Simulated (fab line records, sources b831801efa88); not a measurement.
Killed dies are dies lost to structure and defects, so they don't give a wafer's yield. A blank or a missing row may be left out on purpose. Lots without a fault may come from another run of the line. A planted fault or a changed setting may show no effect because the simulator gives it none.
Which tool did it? | flow sky130 | 12 lots, 36 wafers sampled, at 5 steps of a route of 708

WHAT THE GAUGES READ, wafer by wafer
SKY_POLY_GATE_THK_MEAS_21.
lot  | measured     | on            | POLY_GATE_OXIDATION_THK (nm)
L149 | day 16 07:53 | film_metro-03 | 4.05 4.15 4.08
L155 | day 18 12:59 | film_metro-03 | 3.39 3.32 3.30
L156 | day 18 23:19 | film_metro-02 | 3.29 3.38 3.35
L164 | day 22 05:20 | film_metro-03 | 4.10 4.19 4.11
L165 | day 22 07:20 | film_metro-04 | 4.13 4.09 4.11
L166 | day 22 19:16 | film_metro-03 | 3.98 3.91 3.89
L167 | day 23 03:05 | film_metro-02 | 4.08 4.05 4.06
L168 | day 23 07:29 | film_metro-03 | 4.07 4.10 4.02
L169 | day 23 11:13 | film_metro-02 | 4.04 4.00 4.12
L170 | day 24 01:45 | film_metro-04 | 3.94 3.99 3.95
L171 | day 24 10:02 | film_metro-02 | 3.89 3.97 3.95
L172 | day 24 21:10 | film_metro-03 | 4.08 4.09 4.15

SKY_LDD_P_OVL_MEAS_08.
lot  | measured     | on         | LDD_P_OVL (nm)
L149 | day 18 18:59 | overlay-02 | 2.9 3.6 1.9
L155 | day 21 03:11 | overlay-01 | -0.7 0.1 -2.0
L156 | day 21 14:14 | overlay-02 | 0.5 -0.1 -1.2
L164 | day 24 18:50 | overlay-01 | 0.7 1.7 -0.1
L165 | day 24 20:43 | overlay-02 | 2.0 1.4 0.9
L166 | day 25 08:42 | overlay-02 | 1.9 1.7 1.9
L167 | day 25 15:47 | overlay-02 | 0.7 1.8 0.7
L168 | day 25 20:38 | overlay-01 | 2.7 2.4 3.0
L169 | day 25 23:56 | overlay-02 | -1.4 0.4 -1.1
L170 | day 26 13:35 | overlay-02 | 1.4 1.8 2.3
L171 | day 26 20:51 | overlay-02 | 0.5 -0.1 0.5
L172 | day 27 08:20 | overlay-01 | -1.7 -0.1 0.1

SKY_LOCAL_INTERCONNECT_CD_MEAS_11: target cd 170 nm.
lot  | measured     | on        | cd_nm (nm)
L149 | day 30 04:10 | cd_sem-01 | 173.2 173.6 171.5
L155 | day 32 06:58 | cd_sem-01 | 168.7 168.6 169.9
L156 | day 32 13:43 | cd_sem-02 | 168.8 169.3 170.4
L164 | day 35 10:47 | cd_sem-02 | 168.5 169.9 168.7
L165 | day 35 11:53 | cd_sem-01 | 170.5 170.4 171.0
L166 | day 35 20:11 | cd_sem-02 | 170.5 169.9 169.5
L167 | day 36 05:29 | cd_sem-02 | 170.5 168.0 168.9
L168 | day 36 08:13 | cd_sem-01 | 171.2 170.9 170.6
L169 | day 36 14:11 | cd_sem-01 | 170.5 169.6 171.3
L170 | day 36 23:02 | cd_sem-01 | 169.5 168.0 169.4
L171 | day 37 08:17 | cd_sem-02 | 171.9 173.3 172.7
L172 | day 37 16:22 | cd_sem-01 | 168.4 169.2 168.8

WHICH TOOL RAN EACH LOT (tool, then ch and the chambers of the sampled wafers, then the start)
lot  | SKY_POLY_GATE_ETCH_15              | SKY_POLY_GATE_OXIDATION_20
L149 | rie_diel-04 ch 0,3, day 16 05:32   | furnace-02 ch 0, day 16 06:38
L155 | rie_diel-01 ch 2,3, day 18 11:11   | furnace-02 ch 0, day 18 11:44
L156 | rie_diel-03 ch 0,1,3, day 18 21:14 | furnace-02 ch 0, day 18 22:04
L164 | rie_diel-03 ch 1,2, day 22 03:41   | furnace-01 ch 0, day 22 04:05
L165 | rie_diel-04 ch 0,1,2, day 22 05:41 | furnace-01 ch 0, day 22 06:04
L166 | rie_diel-04 ch 0,1, day 22 17:35   | furnace-02 ch 0, day 22 17:59
L167 | rie_diel-03 ch 0,1,2, day 23 01:26 | furnace-02 ch 0, day 23 01:50
L168 | rie_diel-03 ch 0,1,3, day 23 05:50 | furnace-01 ch 0, day 23 06:14
L169 | rie_diel-03 ch 0,1,2, day 23 09:35 | furnace-01 ch 0, day 23 09:58
L170 | rie_diel-03 ch 0,1,2, day 24 00:05 | furnace-02 ch 0, day 24 00:29
L171 | rie_diel-03 ch 0,3, day 24 07:38   | furnace-01 ch 0, day 24 08:46
L172 | rie_diel-04 ch 0,2,3, day 24 18:35 | furnace-01 ch 0, day 24 19:54
- SKY_POLY_GATE_ETCH_15: etches BARC in N2/H2, stops on SiO2, time 118.5 s, target depth 110 nm.
- SKY_POLY_GATE_OXIDATION_20: stabilise 600 s, purge 300 s, target thk 4 nm.

WHAT THE TOOLS THEMSELVES READ (means of the sampled wafers that have a number; where no wafer has one, the mark that the record gives instead)
SKY_POLY_GATE_ETCH_15.
lot  | tool        | bias_w (W) | drypump_motor_current_A (A) | n2_flow_sccm (sccm) | oes_product_au (a.u.) | throttle_valve_pct (%)
L149 | rie_diel-04 | 100.01     | 5.9                         | 99.8                | 0.714                 | 13.219
L155 | rie_diel-01 | 99.66      | 5.9                         | 99.9                | 0.719                 | 13.206
L156 | rie_diel-03 | 99.60      | 6.0                         | 100.0               | 0.712                 | 13.212
L164 | rie_diel-03 | 100.20     | 5.3                         | 100.0               | 0.720                 | 13.202
L165 | rie_diel-04 | 100.04     | 5.9                         | 100.1               | 0.718                 | 13.214
L166 | rie_diel-04 | 99.86      | 5.8                         | 100.3               | 0.719                 | 13.210
L167 | rie_diel-03 | 99.92      | 5.6                         | 100.0               | 0.715                 | 13.211
L168 | rie_diel-03 | 99.61      | 6.0                         | 99.9                | 0.718                 | 13.214
L169 | rie_diel-03 | 99.92      | 5.6                         | 99.9                | 0.718                 | 13.215
L170 | rie_diel-03 | 100.20     | 5.6                         | 99.8                | 0.716                 | 13.205
L171 | rie_diel-03 | 99.97      | 5.7                         | 100.1               | 0.719                 | 13.215
L172 | rie_diel-04 | 100.21     | 5.6                         | 100.2               | 0.719                 | 13.205

SKY_POLY_GATE_OXIDATION_20.
lot  | tool       | spike_tc_bottom_C (C) | tube_center_temp_C (C) | zone_power_bottom_pct (%)
L149 | furnace-02 | 865.9                 | 850                    | 24.2
L155 | furnace-02 | 866.0                 | 850                    | 24.4
L156 | furnace-02 | 866.5                 | 850                    | 24.4
L164 | furnace-01 | 864.9                 | 850                    | 20.0
L165 | furnace-01 | 865.2                 | 850                    | 20.2
L166 | furnace-02 | 866.7                 | 850                    | 24.5
L167 | furnace-02 | 866.0                 | 850                    | 24.2
L168 | furnace-01 | 864.2                 | 850                    | 20.3
L169 | furnace-01 | 864.7                 | 850                    | 20.2
L170 | furnace-02 | 866.0                 | 850                    | 24.2
L171 | furnace-01 | 865.0                 | 850                    | 20.1
L172 | furnace-01 | 864.7                 | 850                    | 20.2

THE ANSWER, worked out from the rows above alone
Rule: what is usual is taken from the lots themselves. Put in order of their means at a reading, lots are off if they are a third of the lots or fewer, leave a main group of 4 or more, and stand apart from it by a gap of 3 or more times the standard deviation of the main group's means; of several such gaps the widest counts. A main group whose means are all the same, to the digits that the tables above print for the reading, isn't used. A lot without any number at a reading at which 4 lots or more have one is off too. The other lots that the step has rows for count as sound. The gauges are gone through in route order, then the tools' own readings, and for those a lot's mean is taken as printed above. The first step at which some lot is off is used, and at that step the reading that is off furthest; a lot without a number counts as furthest.
Off: L155, L156, at SKY_POLY_GATE_THK_MEAS_21 (POLY_GATE_OXIDATION_THK). The main group: mean 4.04 nm, standard deviation 0.072.
A tool fits if, at a process step before that reading, it ran every lot that is off, and no sound lot after the first of them. The gauges at SKY_POLY_GATE_THK_MEAS_21 are tried like those tools. None of those tried fits.

WHAT THE SIMULATOR HAD PUT IN
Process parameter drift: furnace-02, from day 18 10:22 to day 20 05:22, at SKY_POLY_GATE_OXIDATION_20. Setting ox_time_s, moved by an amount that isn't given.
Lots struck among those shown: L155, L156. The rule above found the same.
